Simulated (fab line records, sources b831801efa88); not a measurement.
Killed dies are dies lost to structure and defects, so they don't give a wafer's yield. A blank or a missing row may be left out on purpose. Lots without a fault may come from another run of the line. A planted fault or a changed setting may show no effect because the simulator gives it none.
fab line records | flow sfq_line
record lots=7 wafers=21 last_day=79
route steps=325 shown M0@42 I0@43
lots that met no fault: from a run of the same line without faults
start_h: hours from the record's first day to the start of the lot's first wafer shown | wait_h: hours since the lot's step before | " the same as in the row above | L1.1+2: a row that stands for several wafers | - no value, or no start given | * or withheld: withheld | < > ~ a bound
route shown NAME@n: a module of which the file shows steps, and the number in the route of the first | usual: mean/standard deviation of fault-free wafers | same: alike in all rows | chamber/n: place in a boat | sites: the reading at each site | _std_site: their standard deviation | _edge_site: outer sites' mean less inner sites' | radius_mm: how far each site lies from the wafer's centre | mask NAME#n: copy n | behind: the tool/chamber that last shaped the wafer | hold: why the lot was held/for how many hours/how that ended | device: the transistor (n, p or np) that didn't switch | end of line: the same wafers' tests at the end of the route | a step without rows: its recipe alone | killed: dies lost to structure and defects at the first sort, not the wafer's yield | map: a wafer's dies, x killed, . not, _ none there
set.NAME: the setting as run; set.NAME@STEP: as run at that earlier step | model.NAME: the simulator's own value behind a step, which no gauge read
lots at some steps of the route; a table a step, a row a wafer
services: from which hour (start_h, from the record's first day; less than 0 if before it) a tool's chamber was out of use, for how many hours, and why
## steps
# step SFQ_TRILAYER_M0_STRIP_SOLV_CLEAN_026
# recipe chemistry=NMP temp_c=70 time_s=600
# step SFQ_TRILAYER_I0_DEP_PECVD_027
# recipe material=SiO2 temp_c=150 time_s=111.11 pressure_torr=2.4 rf_w=183.3 precursor=SiH4/N2O target_thk_nm=500
# usual heater_power_w=85/18 throttle_valve_pct=24.4/0.79
# columns lot.wafer tool chamber start_h wait_h heater_power_w throttle_valve_pct
L514.2 pecvd-04 1 240.70 0.0 127 23.9
L514.3 " 2 " " 94 23.4
L514.5 " 2 " " 101 23.3
L520.1 pecvd-02 2 287.10 0.0 82 23.9
L520.2 " 1 " " 80 25.6
L520.5 " 1 " " 83 25.3
L522.1 pecvd-02 1 297.90 0.0 95 25.6
L522.4 " 1 " " 77 25.4
L522.5 " 0 " " 78 25.0
L524.1 pecvd-03 2 308.82 0.0 85 25.5
L524.3 " 0 " " 62 23.3
L524.5 " 0 " " 61 23.2
L526.1 pecvd-04 0 327.95 0.0 49 24.6
L526.2 " 1 " " 131 23.9
L526.4 " 0 " " 52 24.5
L531.1 pecvd-02 0 370.07 0.0 87 25.0
L531.3 " 2 " " 82 23.8
L531.5 " 0 " " 88 25.0
L533.1 pecvd-04 2 387.40 0.0 107 23.8
L533.4 " 2 " " 113 23.7
L533.6 " 1 " " 111 24.1
# step SFQ_TRILAYER_I0_CMP_CMP_028
# recipe material=SiO2 down_force_psi=3 platen_rpm=60 pad_velocity_m_s=0.94248
# usual motor_current_A=9.9/0.89 time_to_endpoint_s=217/8.3
# columns lot.wafer tool chamber start_h wait_h motor_current_A time_to_endpoint_s
L514.3 cmp-01 3 249.54 8.8 9.4 222
L514.2 " 0 " " 10.3 210
L514.5 " 2 251.04 10.3 9.5 220
L520.1 cmp-02 2 298.84 11.7 10.3 206
L520.2 " 3 " " 9.9 222
L520.5 " 1 300.34 13.2 9.1 226
L522.4 cmp-01 1 310.08 12.1 12.2 204
L522.1 " 3 311.08 13.1 9.7 204
L522.5 " 1 312.08 14.1 11.8 210
L524.1 cmp-02 0 321.08 12.2 9.5 203
L524.3 " 1 " " 9.0 222
L524.5 " 1 323.58 14.7 8.6 227
L526.2 cmp-02 2 333.08 5.1 10.5 207
L526.1 " 0 334.08 6.1 9.3 206
L526.4 " 1 " " 8.9 233
L531.3 cmp-02 0 371.15 1.0 9.4 210
L531.1 " 1 " " 9.1 222
L531.5 " 3 372.65 2.5 9.9 232
L533.4 cmp-02 2 389.18 1.7 10.7 217
L533.1 " 1 390.68 3.2 8.6 211
L533.6 " 3 391.68 4.2 10.0 220
# step SFQ_I0_BOW_MEAS_907
# recipe mode=bow
# usual I0_BOW=3/6.3
# columns lot.wafer tool chamber start_h wait_h I0_BOW[um]
L514.2 film_metro-03 - 251.56 1.0 4
L514.3 " - " " 1
L514.5 " - " " -2
L520.1 film_metro-03 - 300.84 1.5 -3
L520.2 " - " " -4
L520.5 " - " " -1
L522.1 film_metro-04 - 312.58 1.0 8
L522.4 " - " " 0
L522.5 " - " " 14
L524.1 film_metro-04 - 324.08 2.5 6
L524.3 " - " " -4
L524.5 " - " " 4
L526.1 film_metro-02 - 336.08 1.5 5
L526.2 " - " " -1
L526.4 " - " " 7
L531.1 film_metro-02 - 373.15 1.0 -4
L531.3 " - " " -7
L531.5 " - " " -2
L533.1 film_metro-02 - 392.18 1.0 7
L533.4 " - " " 13
L533.6 " - " " 1
# step SFQ_TRILAYER_I0_METRO_MEASURE_029
# usual thk_nm=200.0/1.3
# columns lot.wafer tool chamber start_h wait_h thk_nm
L514.2 film_metro-03 - 251.86 0.3 198.0
L514.3 " - " " 200.4
L514.5 " - " " 199.4
L520.1 film_metro-03 - 300.96 0.1 198.9
L520.2 " - " " 200.0
L520.5 " - " " 201.5
L522.1 film_metro-04 - 312.70 0.1 199.5
L522.4 " - " " 198.4
L522.5 " - " " 199.3
L524.1 film_metro-04 - 324.20 0.1 199.2
L524.3 " - " " 201.1
L524.5 " - " " 200.1
L526.1 film_metro-02 - 336.20 0.1 199.8
L526.2 " - " " 199.3
L526.4 " - " " 200.3
L531.1 film_metro-02 - 373.27 0.1 203.3
L531.3 " - " " 200.0
L531.5 " - " " 201.5
L533.1 film_metro-02 - 392.30 0.1 202.1
L533.4 " - " " 199.9
L533.6 " - " " 200.9
# step SFQ_TRILAYER_I0_VIA_LITHO_COAT_036
# recipe resist=BARC spin_rpm=3000 resist_thk_nm=62
# step SFQ_TRILAYER_I0_VIA_LITHO_COAT_031
# recipe resist=KrF spin_rpm=3000 resist_thk_nm=650
# step SFQ_TRILAYER_I0_VIA_LITHO_SOFTBAKE_035
# recipe temp_c=withheld time_s=withheld resist=KrF
# step SFQ_TRILAYER_I0_VIA_LITHO_EXPOSE_032
# recipe mask_id=I0 na=0.6 source_shape=conventional sigma_outer=0.65 target_cd_nm=500 dose_mj=21.3
# step SFQ_TRILAYER_I0_VIA_LITHO_PEB_034
# recipe peb_temp_c=115 peb_time_s=60 resist=KrF
# step SFQ_TRILAYER_I0_VIA_LITHO_DEVELOP_033
# recipe time_s=60 resist=KrF
# step SFQ_I0_OVL_MEAS_908
# usual I0_OVL=-3/4.9
# columns lot.wafer tool chamber start_h wait_h I0_OVL[nm]
L514.2 overlay-02 - 357.08 0.1 -8
L514.3 " - " " -11
L514.5 " - " " -6
L520.1 overlay-02 - 430.50 0.1 0
L520.2 " - " " -5
L520.5 " - " " 1
L522.1 overlay-02 - 442.50 0.1 -5
L522.4 " - " " -8
L522.5 " - " " -7
L524.1 overlay-02 - 458.23 0.1 2
L524.3 " - " " 1
L524.5 " - " " 5
L526.1 overlay-02 - 482.15 0.1 -4
L526.2 " - " " -1
L526.4 " - " " -4
L531.1 overlay-01 - 523.08 0.1 8
L531.3 " - " " 2
L531.5 " - " " 0
L533.1 overlay-01 - 536.28 0.1 -9
L533.4 " - " " -2
L533.6 " - " " -4
# step SFQ_TRILAYER_I0_VIA_BARC_OPEN_VIA_ETCH_046
# recipe mask_material=PR chemistry=O2 target_depth_nm=125 target=BARC source_w=500 bias_w=80 pressure_mtorr=30 time_s=41.7
# usual drypump_motor_current_A=5.6/0.42 oes_product_au=0.684/0.0047 run_length_s=69.9/0.45
# columns lot.wafer tool chamber start_h wait_h drypump_motor_current_A oes_product_au rf_hours_counter_h run_length_s model.KrF_of_TRILAYER_I0_VIA_LITHO_COAT_031.thk_nm
L514.2 rie_diel-01 3 357.11 0.0 6.3 0.677 121 69.5 574.7
L514.3 " 2 " " 5.3 0.679 46 69.5 574.5
L514.5 " 3 " " 6.2 0.679 - 69.6 573.1
L520.1 rie_diel-01 1 430.54 0.0 5.4 0.683 65 70.6 571.9
L520.2 " 0 " " 5.5 0.688 97 70.1 570.5
L520.5 " 3 " " 6.3 0.628 - 78.7 561.6
L522.1 rie_diel-01 3 442.54 0.0 6.2 0.688 1 69.3 570.4
L522.4 " 2 " " 5.3 0.627 48 78.8 556.9
L522.5 " 0 " " 5.5 0.617 - 79.6 556.9
L524.1 rie_diel-01 1 458.26 0.0 5.4 0.688 65 70.7 575.9
L524.3 " 3 " " 6.2 0.622 1 79.0 563.7
L524.5 " 0 " " 5.4 0.626 - 79.0 563
L526.1 rie_diel-03 2 482.19 0.0 6.1 0.684 93 70.6 571.6
L526.2 " 3 " " 6.2 0.687 81 70.2 571.9
L526.4 " 1 " " 5.6 0.682 - 69.5 575.1
L531.1 rie_diel-03 0 523.11 0.0 5.2 0.682 9 70.2 572.4
L531.3 " 3 " " 6.2 0.690 81 70.2 572.4
L531.5 " 1 " " 5.6 0.679 - 69.7 572.8
L533.1 rie_diel-03 3 536.31 0.0 6.2 0.688 81 69.9 575.9
L533.4 " 1 " " 5.6 0.683 - 69.3 577.3
L533.6 " 0 " " 5.2 0.686 - 70.1 578.3
# step SFQ_TRILAYER_I0_VIA_ETCH_VIA_ETCH_034
# recipe target=SiO2 stop_on=Nb mask_material=PR taper_deg=20 chemistry=CHF3 target_depth_nm=260 source_w=500 bias_w=80 pressure_mtorr=30 time_s=withheld
# usual drypump_motor_current_A=5.6/0.43 oes_product_au=0.855/0.0055
# columns lot.wafer tool chamber start_h wait_h drypump_motor_current_A oes_product_au model.KrF_of_TRILAYER_I0_VIA_LITHO_COAT_031.thk_nm
L514.2 rie_diel-01 3 357.15 0.0 6.3 0.855 529
L514.3 " 2 " " 5.3 0.856 529.6
L514.5 " 3 " " 6.3 0.846 527.8
L520.1 rie_diel-01 1 430.58 0.0 5.4 0.849 528.2
L520.2 " 0 " " 5.4 0.846 525.5
L520.5 " 3 " " 6.3 0.859 517.4
L522.1 rie_diel-01 3 442.58 0.0 6.3 0.844 525.9
L522.4 " 2 " " 5.3 0.853 512.1
L522.5 " 0 " " 5.5 0.853 512.1
L524.1 rie_diel-01 1 458.30 0.0 5.4 0.858 532.3
L524.3 " 3 " " 6.2 0.861 519.5
L524.5 " 0 " " 5.4 0.858 518.1
L526.1 rie_diel-03 2 482.23 0.0 6.1 0.851 526.8
L526.2 " 3 " " 6.2 0.859 527.8
L526.4 " 1 " " 5.6 0.856 531
L531.1 rie_diel-03 0 523.15 0.0 5.2 0.861 527.9
L531.3 " 3 " " 6.2 0.862 528
L531.5 " 1 " " 5.6 0.864 528.9
L533.1 rie_diel-03 3 536.35 0.0 6.2 0.867 531.3
L533.4 " 1 " " 5.6 0.854 532.6
L533.6 " 0 " " 5.1 0.861 533.1
# step SFQ_TRILAYER_I0_VIA_STRIP_STRIP_035
# recipe gas=O2 power_w=200 platen_temp_c=40 overash_fraction=0.65 chemistry=O2 pressure_mtorr=50
# usual drypump_motor_current_A=5.7/0.49 oes_product_au=1.002/0.0076
# columns lot.wafer tool chamber start_h wait_h drypump_motor_current_A oes_product_au rf_hours_counter_h
L514.2 rie_metal-04 0 357.27 - 6.1 0.996 135
L514.3 " 1 " " 5.0 1.005 -
L514.5 " 1 " " 5.0 1.007 -
L520.1 rie_metal-01 1 430.69 - 6.1 1.001 7
L520.2 " 0 " " 5.9 1.008 136
L520.5 " 1 " " 6.1 1.008 -
L522.1 rie_metal-01 1 442.69 - 6.0 0.999 8
L522.4 " 1 " " 6.0 0.995 -
L522.5 " 0 " " 5.8 1.006 -
L524.1 rie_metal-01 0 458.42 - 5.8 1.006 139
L524.3 " 0 " " 5.8 0.996 -
L524.5 " 1 " " 6.0 1.003 -
L526.1 rie_metal-01 1 482.34 - 6.0 1.016 14
L526.2 " 0 " " 5.9 1.003 143
L526.4 " 0 " " 5.9 1.007 -
L531.1 rie_metal-04 0 523.27 - 6.2 0.995 159
L531.3 " 0 " " 6.2 0.992 -
L531.5 " 1 " " 5.0 0.998 -
L533.1 rie_metal-02 1 536.47 - 6.0 1.003 152
L533.4 " 1 " " 6.0 0.993 -
L533.6 " 0 " " 4.8 1.017 -
## services
# columns tool chamber start_h hours kind
rie_metal-01 1 216.92 7.1 repair
rie_diel-01 0 234.82 2.0 repair
rie_metal-01 - 235.00 0.5 repair
rie_diel-03 1 240.18 5.4 repair
rie_diel-03 - 253.61 2.8 pm
rie_diel-01 1 257.30 61.2 repair
cmp-02 - 265.05 0.3 repair
rie_diel-03 - 265.67 1.1 repair
rie_diel-01 0 288.93 1.5 repair
cmp-02 - 309.84 11.2 pm
rie_diel-03 - 379.60 0.2 repair
rie_metal-01 0 390.42 6.4 repair
cmp-02 - 409.36 4.0 pm
cmp-02 - 416.36 6.2 pm
cmp-02 - 452.19 2.1 repair
rie_diel-01 0 460.26 3.2 repair
rie_diel-03 0 478.01 7.4 repair
rie_diel-01 3 482.45 15.5 repair
rie_diel-03 3 487.07 5.4 repair
rie_diel-03 0 497.48 3.8 repair
rie_diel-01 3 527.71 24.1 repair
rie_diel-03 1 530.73 2.5 repair
rie_diel-01 2 531.31 1.7 repair
rie_diel-01 0 533.58 8.6 repair
## key
first_sign step=SFQ_TRILAYER_I0_VIA_BARC_OPEN_VIA_ETCH_046 reading=run_length_s direction=up sigmas=20 usual=* struck=*
effect step=SFQ_TRILAYER_I0_VIA_BARC_OPEN_VIA_ETCH_046 reading=oes_product_au direction=down sigmas=13 usual=0.684 struck=0.624
model_effect step=SFQ_TRILAYER_I0_VIA_BARC_OPEN_VIA_ETCH_046 value=KrF_of_TRILAYER_I0_VIA_LITHO_COAT_031.thk_nm without=572 struck=560.4
model_effect step=SFQ_TRILAYER_I0_VIA_ETCH_VIA_ETCH_034 value=KrF_of_TRILAYER_I0_VIA_LITHO_COAT_031.thk_nm without=527.4 struck=515.8
met_at SFQ_TRILAYER_I0_VIA_BARC_OPEN_VIA_ETCH_046
struck_wafers L520.5,L522.4,L522.5,L524.3,L524.5
onset_between 357.11 430.54
fault kind=process_parameter_drift tool=rie_diel-01 chamber=- onset_h=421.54 steps=SFQ_TRILAYER_I0_VIA_BARC_OPEN_VIA_ETCH_046 channel=time_s offset=* shape=step end_h=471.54 scope=struck_wafers_only acts_in=* stated=*
